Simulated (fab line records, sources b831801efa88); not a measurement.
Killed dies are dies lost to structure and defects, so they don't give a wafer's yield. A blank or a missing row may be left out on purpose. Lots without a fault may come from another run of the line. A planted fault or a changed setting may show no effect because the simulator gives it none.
Chamber matching | flow gf180mcu | GF_V5_CVD_00 on hdpcvd-01: 3 sister chambers
The step deposits SiO2, target thk 300 nm, time 50 s. 3 wafers are shown with their chamber, then 7 later ones without.

WAFERS WITH THEIR CHAMBER
wafer  | chamber | sih4_flow_sccm (sccm)
L136.6 | 2       | 60.18
L143.2 | 1       | 60.04
L143.3 | 0       | 60.30

WAFERS WITHOUT THEIR CHAMBER
wafer  | sih4_flow_sccm (sccm)
L143.4 | 60.15
L145.2 | 59.94
L145.4 | 60.25
L145.5 | 60.09
L147.2 | 60.08
L147.3 | 60.10
L147.4 | 60.08

WHICH CHAMBER EACH WENT THROUGH
wafer  | from the rows above     | in truth
L143.4 | can't be placed: 2 or 1 | 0
L145.2 | 1                       | 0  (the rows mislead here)
L145.4 | can't be placed: 0 or 2 | 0
L145.5 | can't be placed: 1 or 2 | 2
L147.2 | can't be placed: 1 or 2 | 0
L147.3 | can't be placed: 1 or 2 | 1
L147.4 | can't be placed: 1 or 2 | 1
Placed correctly: 0 of 7. Can't be placed from these rows: 6 (the true chamber is among the candidates in 4). Placed wrongly: 1.
How it was worked out, from the rows above alone: a wafer's distance from a chamber is the root of the sum, over the readings, of the square of ((its reading less the chamber's mean) divided by the reading's scatter). The wafer belongs to the nearest chamber; if the next one is less than 2 further off, it can't be placed. A chamber's mean is the mean of its shown wafers. The scatter: with one shown wafer a chamber, the root of the mean of the squares of how far each hidden wafer lies from its nearest shown one.
